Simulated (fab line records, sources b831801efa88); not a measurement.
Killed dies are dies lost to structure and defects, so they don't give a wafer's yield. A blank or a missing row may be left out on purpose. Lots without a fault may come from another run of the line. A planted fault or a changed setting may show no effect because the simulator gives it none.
Which tool did it? | flow gf180mcu | 11 lots, 33 wafers sampled, at 5 steps of a route of 602

WHAT THE GAUGES READ, wafer by wafer
GF_PSD_TW_MEAS_11. Usual: PSD_TW 3191, standard deviation 23.
lot  | measured     | on            | PSD_TW         | flag
L550 | day 13 16:45 | film_metro-01 | 3206 3213 3190 |
L552 | day 14 21:23 | film_metro-01 | 3217 3217 3184 |
L553 | day 14 21:05 | film_metro-02 | 3175 3183 3204 |
L554 | day 15 09:31 | film_metro-01 | 3615 3582 3596 | OFF
L556 | day 15 20:31 | film_metro-01 | 3215 3206 3213 |
L558 | day 16 18:30 | film_metro-02 | 3203 3196 3180 |
L559 | day 16 19:27 | film_metro-02 | 3176 3191 3193 |
L560 | day 17 01:25 | film_metro-02 | 3572 3587 3584 | OFF
L564 | day 18 16:13 | film_metro-03 | 3528 3513 3542 | OFF
L570 | day 21 00:10 | film_metro-01 | 3206 3196 3194 |
L572 | day 21 06:46 | film_metro-01 | 3187 3207 3203 |

GF_PSD_RS_MEAS_15: measures by four-point-probe. Usual: PSD_RS 108.5 ohm/sq, standard deviation 0.3.
lot  | measured     | on            | PSD_RS (ohm/sq)   | flag
L550 | day 13 17:04 | film_metro-01 | 108.6 108.5 108.8 |
L552 | day 14 21:43 | film_metro-03 | 108.7 108.5 108.3 |
L553 | day 14 21:25 | film_metro-03 | 108.5 108.4 108.4 |
L554 | day 15 09:50 | film_metro-01 | 97.9 97.9 97.7    | OFF
L556 | day 15 20:50 | film_metro-01 | 108.4 108.6 108.3 |
L558 | day 16 18:49 | film_metro-02 | 108.2 108.3 107.7 |
L559 | day 16 19:46 | film_metro-01 | 108.8 108.4 108.8 |
L560 | day 17 01:56 | film_metro-01 | 98.2 98.3 98.0    | OFF
L564 | day 18 16:33 | film_metro-02 | 98.3 98.4 98.4    | OFF
L570 | day 21 00:28 | film_metro-01 | 108.9 109.0 108.8 |
L572 | day 21 07:04 | film_metro-02 | 108.7 108.8 108.4 |

WHICH TOOL RAN EACH LOT (tool, then ch and the chambers of the sampled wafers, then the start)
lot  | GF_VT_IMPLANT_STRIP_31               | GF_PSD_IMPLANT_09               | GF_PSD_STRIP_10
L550 | plasma_asher-03 ch 0,1, day 6 23:26  | implanter-02 ch 0, day 13 16:30 | plasma_asher-02 ch 0,1, day 13 16:39
L552 | plasma_asher-02 ch 0,1, day 7 18:17  | implanter-01 ch 0, day 14 21:09 | plasma_asher-03 ch 0,1, day 14 21:17
L553 | plasma_asher-03 ch 1, day 7 18:42    | implanter-01 ch 0, day 14 20:51 | plasma_asher-02 ch 1, day 14 20:59
L554 | plasma_asher-03 ch 1, day 8 09:39    | implanter-01 ch 0, day 15 08:57 | plasma_asher-01 ch 1, day 15 09:24
L556 | plasma_asher-03 ch 0,1, day 8 15:56  | implanter-02 ch 0, day 15 20:16 | plasma_asher-02 ch 0,1, day 15 20:24
L558 | plasma_asher-04 ch 0,1, day 9 06:41  | implanter-03 ch 0, day 16 18:15 | plasma_asher-01 ch 0,1, day 16 18:24
L559 | plasma_asher-04 ch 0,1, day 9 11:08  | implanter-03 ch 0, day 16 19:12 | plasma_asher-02 ch 0,1, day 16 19:21
L560 | plasma_asher-04 ch 0,1, day 9 16:47  | implanter-02 ch 0, day 17 00:52 | plasma_asher-01 ch 0,1, day 17 01:19
L564 | plasma_asher-02 ch 0,1, day 10 18:17 | implanter-02 ch 0, day 18 15:40 | plasma_asher-03 ch 0, day 18 16:07
L570 | plasma_asher-02 ch 0,1, day 12 09:53 | implanter-01 ch 0, day 20 23:55 | plasma_asher-01 ch 0,1, day 21 00:04
L572 | plasma_asher-02 ch 0,1, day 12 21:14 | implanter-03 ch 0, day 21 06:31 | plasma_asher-02 ch 0,1, day 21 06:40
- GF_VT_IMPLANT_STRIP_31: strips in O2/N2.
- GF_PSD_IMPLANT_09
- GF_PSD_STRIP_10: strips in O2/N2.

WHAT THE TOOLS THEMSELVES READ (means of the sampled wafers that have a number; where no wafer has one, the mark that the record gives instead)
GF_VT_IMPLANT_STRIP_31. Usual: drypump_motor_current_A 5.8 A, standard deviation 0.33; heater_power_w 323 W, standard deviation 14; oes_product_au 0.716 a.u., standard deviation 0.0046; strip_time_to_endpoint_s 12.62 s, standard deviation 0.033.
lot  | tool            | drypump_motor_current_A (A) | heater_power_w (W) | oes_product_au (a.u.) | strip_time_to_endpoint_s (s) | flag
L550 | plasma_asher-03 | 5.9                         | 306                | 0.717                 | 12.59                        |
L552 | plasma_asher-02 | 6.0                         | 334                | 0.717                 | 12.61                        |
L553 | plasma_asher-03 | 5.4                         | 325                | 0.714                 | 12.63                        |
L554 | plasma_asher-03 | 5.5                         | 324                | 0.714                 | 12.56                        |
L556 | plasma_asher-03 | 5.7                         | 316                | 0.710                 | 12.62                        |
L558 | plasma_asher-04 | 5.6                         | 323                | 0.719                 | 12.63                        |
L559 | plasma_asher-04 | 5.6                         | 322                | 0.716                 | 12.55                        |
L560 | plasma_asher-04 | 5.6                         | 324                | 0.713                 | 12.62                        |
L564 | plasma_asher-02 | 6.0                         | 331                | 0.714                 | 12.65                        |
L570 | plasma_asher-02 | 6.0                         | 336                | 0.713                 | 12.64                        |
L572 | plasma_asher-02 | 6.0                         | 333                | 0.718                 | 12.58                        |

GF_PSD_IMPLANT_09. Usual: beam_energy_keV 40.001, standard deviation 0.012.
lot  | tool         | beam_energy_keV | flag
L550 | implanter-02 | 40.004          |
L552 | implanter-01 | 40.002          |
L553 | implanter-01 | 39.999          |
L554 | implanter-01 | 40.004          |
L556 | implanter-02 | 39.993          |
L558 | implanter-03 | 40.009          |
L559 | implanter-03 | 40.014          |
L560 | implanter-02 | 40.005          |
L564 | implanter-02 | 39.995          |
L570 | implanter-01 | 39.995          |
L572 | implanter-03 | 39.994          |

GF_PSD_STRIP_10. Usual: drypump_motor_current_A 5.8 A, standard deviation 0.33; heater_power_w 329 W, standard deviation 27; oes_product_au 0.592 a.u., standard deviation 0.0044; strip_time_to_endpoint_s 16.52 s, standard deviation 0.037.
lot  | tool            | drypump_motor_current_A (A) | heater_power_w (W) | oes_product_au (a.u.) | strip_time_to_endpoint_s (s) | flag
L550 | plasma_asher-02 | 6.0                         | 328                | 0.591                 | 16.53                        |
L552 | plasma_asher-03 | 5.7                         | 320                | 0.594                 | 16.48                        |
L553 | plasma_asher-02 | 5.5                         | 330                | 0.595                 | 16.56                        |
L554 | plasma_asher-01 | 5.5                         | 303                | 0.541                 | 18.85                        | OFF
L556 | plasma_asher-02 | 5.7                         | 333                | 0.591                 | 16.57                        |
L558 | plasma_asher-01 | 5.6                         | 325                | 0.591                 | 16.54                        |
L559 | plasma_asher-02 | 5.7                         | 330                | 0.595                 | 16.54                        |
L560 | plasma_asher-01 | 5.7                         | 357                | 0.544                 | 18.89                        | OFF
L564 | plasma_asher-03 | 6.2                         | 298                | 0.546                 | 18.86                        | OFF
L570 | plasma_asher-01 | 5.6                         | 323                | 0.592                 | 16.52                        |
L572 | plasma_asher-02 | 6.0                         | 342                | 0.592                 | 16.51                        |

THE ANSWER, worked out from the rows above alone
Rule: a lot is off if the mean of its wafers that have a number lies more than 3 standard deviations from the usual mean. A lot without any number at a reading at which 4 lots or more have one is off too. The other lots that the step has rows for count as sound. The gauges are gone through in route order, then the tools' own readings, and for those a lot's mean is taken as printed above. The first step at which some lot is off is used, and at that step the reading that is off furthest; a lot without a number counts as furthest.
Off: L554, L560, L564, at GF_PSD_TW_MEAS_11 (PSD_TW).
A tool fits if, at a process step before that reading, it ran every lot that is off, and no sound lot after the first of them. The gauges at GF_PSD_TW_MEAS_11 aren't tried: what is off there is off at GF_PSD_STRIP_10 too, on other tools, and a gauge's error can't cause that. None of those tried fits.

WHAT THE SIMULATOR HAD PUT IN
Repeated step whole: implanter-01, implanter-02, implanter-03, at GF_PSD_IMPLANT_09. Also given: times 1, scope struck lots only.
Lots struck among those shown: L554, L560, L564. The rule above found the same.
